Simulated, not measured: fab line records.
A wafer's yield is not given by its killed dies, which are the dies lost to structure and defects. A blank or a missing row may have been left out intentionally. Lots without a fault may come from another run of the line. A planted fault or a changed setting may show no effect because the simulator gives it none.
Chamber matching -- flow gf180mcu -- GF_V2_ETCH_16 on rie_diel-02: 4 sister chambers
The step etches BARC in N2/H2. 20 wafers are shown with their chamber, then 10 later ones without.

## WAFERS PAIRED WITH THEIR CHAMBERS
wafer,chamber,drypump_motor_current_A (A),throttle_valve_pct (%),oes_product_au (a.u.)
L078.1,1,5.9,13.237,0.855
L078.3,2,6.0,13.234,0.852
L078.4,0,5.3,13.226,0.851
L081.1,3,6.1,13.227,0.859
L081.4,2,6.0,13.232,0.849
L081.6,1,5.9,13.210,0.856
L082.4,1,5.9,13.236,0.854
L082.5,3,6.1,13.219,0.857
L082.6,2,6.0,13.229,0.855
L083.1,1,5.9,13.215,0.854
L083.2,3,6.1,13.218,0.852
L083.3,0,5.3,13.236,0.858
L083.4,0,5.3,13.244,0.854
L083.5,1,5.9,13.219,0.856
L083.6,3,6.1,13.227,0.848
L084.1,0,5.3,13.233,0.855
L084.3,1,5.9,13.218,0.851
L084.6,3,6.1,13.219,0.846
L089.1,3,6.0,13.230,0.849
L089.2,1,5.9,13.222,0.856

SIGNATURES (means of the wafers above)
reading,chamber 0,chamber 1,chamber 2,chamber 3,scatter within a chamber
drypump_motor_current_A,5.300,5.900,6.000,6.083,0.0228
throttle_valve_pct,13.23475,13.22243,13.23167,13.22333,0.00772
oes_product_au,0.85450,0.85457,0.85200,0.85183,0.00351
Rule: distance of a wafer from a chamber = root of the sum over the readings of ((wafer's reading minus chamber's mean) / reading's scatter) squared. The wafer belongs to the nearest chamber; if the next one is less than 2 further off, it can't be placed. The scatter: the root of (the sum of the squares of (reading less its chamber's mean) over the shown wafers, divided by (wafers less chambers)).

## WAFERS MISSING THEIR CHAMBER
wafer,drypump_motor_current_A (A),throttle_valve_pct (%),oes_product_au (a.u.)
L089.5,5.3,13.226,0.855
L094.3,5.3,13.241,0.851
L094.4,6.0,13.223,0.853
L094.6,6.0,13.219,0.848
L095.3,6.1,13.231,0.855
L095.4,5.3,13.228,0.860
L095.5,5.9,13.228,0.858
L097.2,5.3,13.214,0.853
L097.4,6.0,13.225,0.851
L097.6,5.9,13.218,0.855

## WHICH CHAMBER EACH ONE RAN IN
wafer,from the rows above,in truth
L089.5,0,0
L094.3,0,0
L094.4,2,2
L094.6,can't be placed: 2 or 3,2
L095.3,3,3
L095.4,0,0
L095.5,1,1
L097.2,0,0
L097.4,2,2
L097.6,1,1
9 of 10 placed correctly. From these rows, 1 cannot be placed; in 1 the true chamber is one of the candidates. Placed wrongly: 0.
